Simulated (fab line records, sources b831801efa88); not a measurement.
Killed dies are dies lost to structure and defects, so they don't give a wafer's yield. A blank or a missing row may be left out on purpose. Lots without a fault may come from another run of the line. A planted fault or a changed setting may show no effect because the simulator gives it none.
fab line records | flow sky130
record lots=6 wafers=16 last_day=50
route steps=708 shown SONOS_TUNNEL@166 SONOS_ONO@168 PAD_OPEN@708
lots that met no fault: from a run of the same line without faults
start_h: hours from the record's first day to the start of the lot's first wafer shown | wait_h: hours since the lot's step before | " the same as in the row above | L1.1+2: a row that stands for several wafers | - no value, or no start given | * or withheld: withheld | < > ~ a bound
route shown NAME@n: a module of which the file shows steps, and the number in the route of the first | usual: mean/standard deviation of fault-free wafers | same: alike in all rows | chamber/n: place in a boat | sites: the reading at each site | _std_site: their standard deviation | _edge_site: outer sites' mean less inner sites' | radius_mm: how far each site lies from the wafer's centre | mask NAME#n: copy n | behind: the tool/chamber that last shaped the wafer | hold: why the lot was held/for how many hours/how that ended | device: the transistor (n, p or np) that didn't switch | end of line: the same wafers' tests at the end of the route | a step without rows: its recipe alone | killed: dies lost to structure and defects at the first sort, not the wafer's yield | map: a wafer's dies, x killed, . not, _ none there
set.NAME: the setting as run; set.NAME@STEP: as run at that earlier step | model.NAME: the simulator's own value behind a step, which no gauge read
lots at some steps of the route; a table a step, a row a wafer
services: from which hour (start_h, from the record's first day; less than 0 if before it) a tool's chamber was out of use, for how many hours, and why
## steps
# step SKY_SONOS_TUNNEL_TW_MEAS_12
# usual SONOS_TUNNEL_TW=196.5/1.4
# columns lot.wafer tool chamber start_h wait_h SONOS_TUNNEL_TW
L700.1 film_metro-04 - 253.70 0.0 196.5
L700.2 " - " " 197.2
L700.6 " - " " 196.1
L701.2 film_metro-03 - 259.43 0.0 196.4
L701.5 " - " " 195.6
L701.6 " - " " 196.1
L705.2 film_metro-04 - 300.39 0.0 196.4
L705.6 " - " " 196.6
L707.5 film_metro-03 - 312.90 0.0 195.7
L707.6 " - " " 195.5
L716.1 film_metro-03 - 418.86 0.0 195.9
L716.5 " - " " 197.3
L716.6 " - " " 196.3
L718.4 film_metro-03 - 434.33 0.0 194.1
L718.5 " - " " 194.9
L718.6 " - " " 194.2
# step SKY_SONOS_TUNNEL_CLEAN_13
# recipe chemistry=dHF time_s=20 dilution=100:1 dry=ipa_marangoni
# step SKY_SONOS_ONO_OXIDATION_00
# recipe temp_c=800 ambient=O2 idle_temp_c=700 ramp_up_c_per_min=10 ramp_down_c_per_min=3 stabilise_s=600 purge_s=300 target_thk_a=26 ox_time_s=1249
# step SKY_SONOS_ONO_THK_MEAS_01
# recipe reads=SiO2_of_SONOS_ONO_OXIDATION_00
# usual SONOS_ONO_OXIDATION_THK=2.59/0.054
# columns lot.wafer tool chamber start_h wait_h SONOS_ONO_OXIDATION_THK[nm]
L700.1 film_metro-02 - 257.03 0.0 2.54
L700.2 " - " " 2.63
L700.6 " - " " 2.50
L701.2 film_metro-03 - 263.72 0.0 2.61
L701.5 " - " " 2.51
L701.6 " - " " 2.58
L705.2 film_metro-02 - 302.48 0.0 2.63
L705.6 " - " " 2.61
L707.5 film_metro-03 - 316.61 0.0 2.60
L707.6 " - " " 2.57
L716.1 film_metro-04 - 421.99 0.0 2.63
L716.5 " - " " 2.65
L716.6 " - " " 2.61
L718.4 film_metro-04 - 435.75 0.0 2.60
L718.5 " - " " 2.63
L718.6 " - " " 2.61
# step SKY_SONOS_ONO_CVD_02
# recipe material=Si3N4 precursor=DCS/NH3 target_thk_nm=10.5 temp_c=770 time_s=180 pressure_mtorr=250
# step SKY_SONOS_ONO_THK_MEAS_03
# recipe reads=Si3N4_of_SONOS_ONO_CVD_02
# usual SONOS_ONO_CVD_02_THK=10.45/0.2
# columns lot.wafer tool chamber start_h wait_h SONOS_ONO_CVD_02_THK[nm]
L700.1 film_metro-03 - 258.14 0.0 10.59
L700.2 " - " " 10.40
L700.6 " - " " 10.48
L701.2 film_metro-03 - 264.92 0.0 10.28
L701.5 " - " " 10.42
L701.6 " - " " 10.26
L705.2 film_metro-04 - 304.54 0.0 10.36
L705.6 " - " " 10.46
L707.5 film_metro-04 - 317.90 0.0 10.26
L707.6 " - " " 10.26
L716.1 film_metro-02 - 425.02 0.0 10.98
L716.5 " - " " 10.92
L716.6 " - " " 10.95
L718.4 film_metro-03 - 438.76 0.0 10.51
L718.5 " - " " 10.41
L718.6 " - " " 10.56
# step SKY_SONOS_ONO_CVD_04
# recipe material=SiO2 precursor=SiH4/N2O target_thk_nm=5.7199 temp_c=900 pressure_mtorr=400
# step SKY_SONOS_ONO_THK_MEAS_05
# recipe reads=SiO2_of_SONOS_ONO_CVD_04
# usual SONOS_ONO_CVD_04_THK=5.67/0.12
# columns lot.wafer tool chamber start_h wait_h SONOS_ONO_CVD_04_THK[nm]
L700.1 film_metro-04 - 259.45 0.0 5.74
L700.2 " - " " 5.74
L700.6 " - " " 5.68
L701.2 film_metro-04 - 266.23 0.0 5.74
L701.5 " - " " 5.55
L701.6 " - " " 5.68
L705.2 film_metro-03 - 305.85 0.0 5.98
L705.6 " - " " 5.90
L707.5 film_metro-03 - 319.21 0.0 5.84
L707.6 " - " " 5.68
L716.1 film_metro-03 - 426.33 0.0 5.74
L716.5 " - " " 5.69
L716.6 " - " " 5.70
L718.4 film_metro-02 - 440.07 0.0 5.57
L718.5 " - " " 5.52
L718.6 " - " " 5.57
# step SKY_SONOS_ONO_DEHYDRATE_06
# recipe temp_c=200 time_s=60
# step SKY_SONOS_ONO_HMDS_07
# recipe prime_time_s=60 prime_temp_c=120
# step SKY_SONOS_ONO_COAT_08
# recipe resist=NOVOLAK spin_rpm=3000 resist_thk_nm=1140
# step SKY_SONOS_ONO_SOFTBAKE_09
# recipe temp_c=90 time_s=60 resist=NOVOLAK
# step SKY_SONOS_ONO_EXPOSE_10
# recipe mask_id=ONOM target_cd_nm=410 na=0.6 source_shape=conventional sigma_outer=0.6 dose_mj=150
# same sigma_outer=0.6
# columns lot.wafer tool chamber start_h wait_h mask
L700.1+2+6 iline_stepper-02 0 271.90 - ONOM#0
L701.2+5+6 iline_stepper-01 0 278.87 - ONOM#0
L705.2+6 iline_stepper-02 0 318.75 - ONOM#0
L707.5+6 iline_stepper-02 0 333.03 - ONOM#0
L716.1+5+6 iline_stepper-01 0 440.92 - ONOM#0
L718.4+5+6 iline_stepper-01 0 456.49 - ONOM#0
# step SKY_SONOS_ONO_PEB_11
# recipe temp_c=withheld time_s=* resist=NOVOLAK
# step SKY_SONOS_ONO_DEVELOP_12
# recipe develop_time_s=60 dev_temp_c=23
# step SKY_SONOS_ONO_CD_MEAS_13
# recipe target_cd_nm=410
# usual cd_nm=409.5/2.6
# columns lot.wafer tool chamber start_h wait_h cd_nm
L700.1 cd_sem-02 - 283.48 0.1 407.4
L700.2 " - " " 407.2
L700.6 " - " " 406.8
L701.2 cd_sem-02 - 291.25 0.1 409.8
L701.5 " - " " 410.1
L701.6 " - " " 408.7
L705.2 cd_sem-02 - 331.70 0.1 409.3
L705.6 " - " " 332.8
L707.5 cd_sem-01 - 346.55 0.1 333.5
L707.6 " - " " 332.6
L716.1 cd_sem-02 - 457.42 0.1 404.9
L716.5 " - " " 406.4
L716.6 " - " " 405.2
L718.4 cd_sem-01 - 470.89 0.1 412.4
L718.5 " - " " 410.9
L718.6 " - " " 411.6
# step SKY_SONOS_ONO_OVL_MEAS_14
# usual SONOS_ONO_OVL=-0.4/1.2
# columns lot.wafer tool chamber start_h wait_h SONOS_ONO_OVL[nm]
L700.1 overlay-02 - 283.60 0.1 -1.9
L700.2 " - " " -1.8
L700.6 " - " " -1.0
L701.2 overlay-01 - 291.36 0.1 -0.9
L701.5 " - " " -0.8
L701.6 " - " " 0.4
L705.2 overlay-02 - 331.81 0.1 -0.2
L705.6 " - " " -1.0
L707.5 overlay-02 - 346.62 0.0 2.3
L707.6 " - " " 1.7
L716.1 overlay-02 - 457.54 0.1 -0.2
L716.5 " - " " -2.4
L716.6 " - " " -1.6
L718.4 overlay-01 - 470.97 0.1 -0.2
L718.5 " - " " -1.2
L718.6 " - " " 0.9
# step SKY_SONOS_ONO_ETCH_15
# recipe target_depth_nm=19.52 chemistry=CHF3/O2 source_w=600 bias_w=200 pressure_mtorr=40 chf3_flow_sccm=50 O2_flow_sccm=5 time_s=7.8
# usual drypump_motor_current_A=5.8/0.43 oes_product_au=0.996/0.011 throttle_valve_pct=8.825/0.0096
# columns lot.wafer tool chamber start_h wait_h drypump_motor_current_A oes_product_au rf_hours_counter_h throttle_valve_pct model.SONOS_ONO.cd_nm
L700.1 rie_diel-04 3 283.64 0.0 5.6 1.003 24 8.829 407
L700.2 " 2 " " 5.3 1.001 111 8.819 407.5
L700.6 " 2 " " 5.3 0.987 - 8.830 406.7
L701.2 rie_diel-04 2 291.39 0.0 5.3 0.998 111 8.838 409.8
L701.5 " 2 " " 5.3 1.001 - 8.817 409.7
L701.6 " 1 " " 6.0 0.992 - 8.836 408.9
L705.2 rie_diel-02 3 331.84 0.0 5.6 1.005 5 8.821 409.2
L705.6 " 2 " " 5.9 1.015 - 8.822 333.2
L707.5 rie_diel-02 0 346.64 0.0 6.3 1.013 - 8.836 333.7
L707.6 " 3 " " 5.6 1.010 - 8.830 333.2
L716.1 rie_diel-04 0 457.58 0.0 5.9 1.003 14 8.837 404.9
L716.5 " 2 " " 5.3 1.003 - 8.822 406.7
L716.6 " 3 " " 5.6 0.985 - 8.816 405.1
L718.4 rie_diel-03 2 471.00 0.0 5.1 0.960 - 8.818 412.7
L718.5 " 1 " " 6.4 0.992 - 8.832 410.9
L718.6 " 3 " " 5.2 0.985 - 8.811 412.1
# step SKY_SONOS_ONO_WET_ETCH_16
# recipe chemistry=dHF target_depth_nm=14 dry=n2_spin target=SiO2 dilution=100:1 temp_c=25 time_s=280
# step SKY_PAD_OPEN_PROBE_99
# usual killed_at_M0_to_M3=44/7.3 killed_at_M4_up=3.2/1.8 killed_at_contacts=24/5.4 killed_at_front_end=16/4.4 killed_at_other=0.3/0.48 killed_dies=86/9.5 killed_on_rim=17/4 killed_open=47/7.7 killed_short=39/6.4
# same gross_dies=492 killed_at_back_side=0
# columns lot.wafer tool chamber start_h wait_h killed_at_M0_to_M3 killed_at_M4_up killed_at_contacts killed_at_front_end killed_at_other killed_dies killed_on_rim killed_open killed_short
L701.2 prober-01 - 1085.64 0.1 46 2 22 17 0 87 14 37 50
L701.5 prober-01 - 1085.79 0.2 40 3 28 8 0 79 10 39 40
L701.6 prober-01 - 1085.84 0.2 43 3 19 19 0 84 18 49 35
L705.2 prober-01 - 1109.26 0.1 53 2 18 23 0 96 16 50 46
L705.6 prober-01 - 1109.46 0.2 38 7 24 266 0 335 35 48 40
L707.5 prober-01 - 1124.29 0.2 51 5 32 241 0 329 34 54 44
L707.6 prober-01 - 1124.34 0.2 60 1 24 246 0 331 37 55 46
L716.1 prober-02 - 1189.79 0.1 56 3 14 11 0 84 19 44 40
L718.4 prober-01 - 1203.44 0.2 48 2 28 15 0 93 28 58 35
L718.5 prober-01 - 1203.49 0.2 59 3 22 16 0 100 23 57 43
L718.6 prober-01 - 1203.54 0.2 42 5 27 16 0 90 25 52 38
# killed by level:class
L701.2 VIA1:geometric_particle:open=9 CONTACT:geometric_particle:short=8 METAL1:geometric_particle:short=7 VIA1:geometric_particle:short=7 CONTACT:geometric_particle:open=6 METAL2:geometric_particle:short=5 VIA2:geometric_particle:open=5 POLY_CUT:geometric_particle:short=4
L701.5 VIA1:geometric_particle:open=10 VIA2:geometric_particle:open=7 LOCAL_INTERCONNECT:geometric_particle:short=7 LI_CONTACT:geometric_particle:open=6 CONTACT:geometric_particle:short=5 CONTACT:geometric_particle:open=5 VIA3:geometric_particle:open=5 FIELD_ISO:geometric_particle:short=4
L701.6 VIA1:geometric_particle:open=16 CONTACT:geometric_particle:open=9 POLY_GATE:geometric_particle:open=8 FIELD_ISO:geometric_particle:short=6 VIA1:geometric_particle:short=6 METAL1:geometric_particle:short=5 VIA3:geometric_particle:open=5 FIELD_ISO:geometric_particle:open=4
L705.2 VIA2:geometric_particle:open=12 VIA1:geometric_particle:open=10 FIELD_ISO:geometric_particle:open=7 CONTACT:geometric_particle:open=7 METAL2:geometric_particle:short=7 FIELD_ISO:geometric_particle:short=5 VIA1:geometric_particle:short=5 VIA3:geometric_particle:open=5
L705.6 SONOS_ONO:area_expose=247 VIA1:geometric_particle:open=14 CONTACT:geometric_particle:open=8 FIELD_ISO:geometric_particle:open=7 VIA3:geometric_particle:short=7 LI_CONTACT:geometric_particle:open=5 LOCAL_INTERCONNECT:geometric_particle:short=5 METAL2:geometric_particle:short=5
L707.5 SONOS_ONO:area_expose=231 CONTACT:geometric_particle:open=11 VIA1:geometric_particle:open=10 VIA2:geometric_particle:open=9 CONTACT:geometric_particle:short=7 LI_CONTACT:geometric_particle:open=6 VIA3:geometric_particle:open=6 LOCAL_INTERCONNECT:geometric_particle:short=5
L707.6 SONOS_ONO:area_expose=230 VIA1:geometric_particle:short=12 VIA1:geometric_particle:open=11 VIA3:geometric_particle:open=9 LI_CONTACT:geometric_particle:open=8 METAL1:geometric_particle:short=7 CONTACT:geometric_particle:open=7 VIA2:geometric_particle:open=6
L716.1 VIA3:geometric_particle:open=16 VIA1:geometric_particle:open=8 VIA1:geometric_particle:short=7 METAL2:geometric_particle:short=7 CONTACT:geometric_particle:open=6 VIA2:geometric_particle:open=5 FIELD_ISO:geometric_particle:open=4 POLY_GATE:geometric_particle:short=4
L718.4 VIA1:geometric_particle:open=19 VIA3:geometric_particle:open=9 LI_CONTACT:geometric_particle:open=7 LOCAL_INTERCONNECT:geometric_particle:short=7 CONTACT:geometric_particle:open=7 VIA2:geometric_particle:open=7 POLY_GATE:geometric_particle:short=5 SPACER:geometric_particle:short=4
L718.5 METAL1:geometric_particle:short=10 VIA1:geometric_particle:open=9 VIA3:geometric_particle:open=8 CONTACT:geometric_particle:open=7 VIA1:geometric_particle:short=7 POLY_GATE:geometric_particle:open=6 VIA2:geometric_particle:open=6 LI_CONTACT:geometric_particle:open=6
L718.6 CONTACT:geometric_particle:open=11 VIA1:geometric_particle:open=10 VIA2:geometric_particle:open=9 LI_CONTACT:geometric_particle:open=8 POLY_GATE:geometric_particle:short=6 METAL1:geometric_particle:short=5 POLY_GATE:geometric_particle:open=4 LOCAL_INTERCONNECT:geometric_particle:short=4
# map L705.6 (x killed, . not)
__________.xx..x...x_________
________xx.xx.x..xx..._______
______...x..xxxx.xx...xx_____
_____.xxxxxxx.xxxx.x.xx..____
____.xx..xx.xxxxxxx.xx....___
___......xxx.xxx.xx.xx.xx..__
__......xxx.xxxxx.xxxx.xxxx._
_..x.x.xxxxxxxxxxxxxxx..x..xx
_xxx.xxxxxxxxxxxxxxxx.xx.x...
_...x.xxxxxxxxxxxxxxxx.xxxx.x
_.xxxxx.xxxxxxxxxxxxx.xx...xx
_xxxxxxxxxxxxxxxxxxxxxxxxx..x
_...xxxxxxxxxxxxxxxxxx.x...x.
_.x...xxxxxxxxxxxxxxxxx.xx...
_xx..x.xxxx.xxxxxxxxx.xxxxx..
__..x..x..xxxxxxxxx.xxxxx.x._
___xxxxxxxxxxxxxxx.xxxx.xxx__
____..xxxxxx.xxxxxxxxx.x..___
_____xx..xxxxxxxx..xxx..x____
______x...xxx...x.x.xxx._____
________.x.x.x..xxx.x._______
__________.x...x...._________
# map L707.6 (x killed, . not)
__________.....xx.x._________
________..xxx......xx._______
______.x.x.x.x...x......_____
_____....xxxxxx.xxx......____
____.x..xxxxx...xxxx.xx.x.___
___x..xxx.x.xxxxx.xxxx.xx..__
__.xx.xxxxxxxx.xxxxxxxxxxx.x_
_....x.xxxxxx.xxxxxxxx..x.x..
_x.....xxxxxxxxxxxxxxxxx..xx.
_...xx.xxxxxxxxxxxxx.xxxxx..x
_xxxxxxxxxxxxxxxxxxxxxx.x.x..
_...xxx.xxxxxxxxxxxxxxx.xxxx.
_xx.xxxxxxxxxxxxxxxxx.xxxxx..
_...xxxxxxxxxx.xxxxxxx.xxxxxx
_x.x..xxxxx.xxxxxxxxxxx.xxx.x
__x..xx.x.xx.xxxxxxxxxx.x..x_
___...xxx..xx.xx.xxxxxxx..x__
____.xx.xxxx.xxxxxxx.x.x.x___
_____x...x.x.xx.xxx.xxxx.____
______.xx...xxxxxx..x.x._____
________..xx.xxxxx.x.._______
__________xxx.xx..x._________
## services
# columns tool chamber start_h hours kind
rie_diel-02 3 262.13 2.1 repair
rie_diel-04 - 288.53 2.8 pm
rie_diel-02 3 314.57 11.7 repair
rie_diel-02 - 321.30 9.8 repair
rie_diel-03 0 327.92 7.3 repair
iline_stepper-02 - 329.28 1.7 pm
rie_diel-03 1 361.00 14.5 repair
rie_diel-02 2 380.69 - clean
rie_diel-02 2 380.69 18.4 scheduled_down
rie_diel-02 2 380.69 18.4 vent_cycle
rie_diel-04 2 386.27 - clean
rie_diel-04 2 386.27 18.6 scheduled_down
rie_diel-04 2 386.27 18.6 vent_cycle
iline_stepper-01 - 397.51 1.7 pm
rie_diel-02 - 407.02 1.1 repair
rie_diel-02 2 420.11 8.2 repair
iline_stepper-02 - 433.40 4.4 pm
rie_diel-04 3 440.25 1.5 repair
iline_stepper-02 - 443.19 0.8 pm
rie_diel-02 1 447.67 - clean
rie_diel-02 1 447.67 15.8 scheduled_down
rie_diel-02 1 447.67 15.8 vent_cycle
rie_diel-03 0 469.17 - clean
rie_diel-03 0 469.17 26.7 scheduled_down
## key
first_sign step=SKY_SONOS_ONO_CD_MEAS_13 reading=cd_nm direction=down sigmas=30 usual=409.5 struck=333.0
effect step=SKY_PAD_OPEN_PROBE_99 reading=killed_at_front_end direction=up sigmas=53 usual=16 struck=251
model_effect step=SKY_SONOS_ONO_ETCH_15 value=SONOS_ONO.cd_nm without=408.5 struck=333.4
more_kills_born_at SKY_SONOS_ONO_EXPOSE_10@iline_stepper-02=708
met_at SKY_SONOS_ONO_EXPOSE_10
struck_wafers L705.6,L707.5,L707.6
later_rows_left_out L705.6
tester_left_out L705,L707
onset_between 271.90 318.75
fault kind=process_parameter_drift tool=iline_stepper-02 chamber=- onset_h=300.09 steps=SKY_SONOS_ONO_EXPOSE_10 channel=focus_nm offset=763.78 shape=step end_h=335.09 scope=struck_wafers_only
# tester_left_out: of these lots the tester's yield and bins aren't shown, on N5 and GAA mostly nor the transistor test; their killed dies are dies lost to structure and defects alone, not to doping, threshold or leakage, so they don't give the yield
# later_rows_left_out: the simulator's readings of these wafers behind a module that went badly wrong aren't trusted and aren't shown, but for the sort
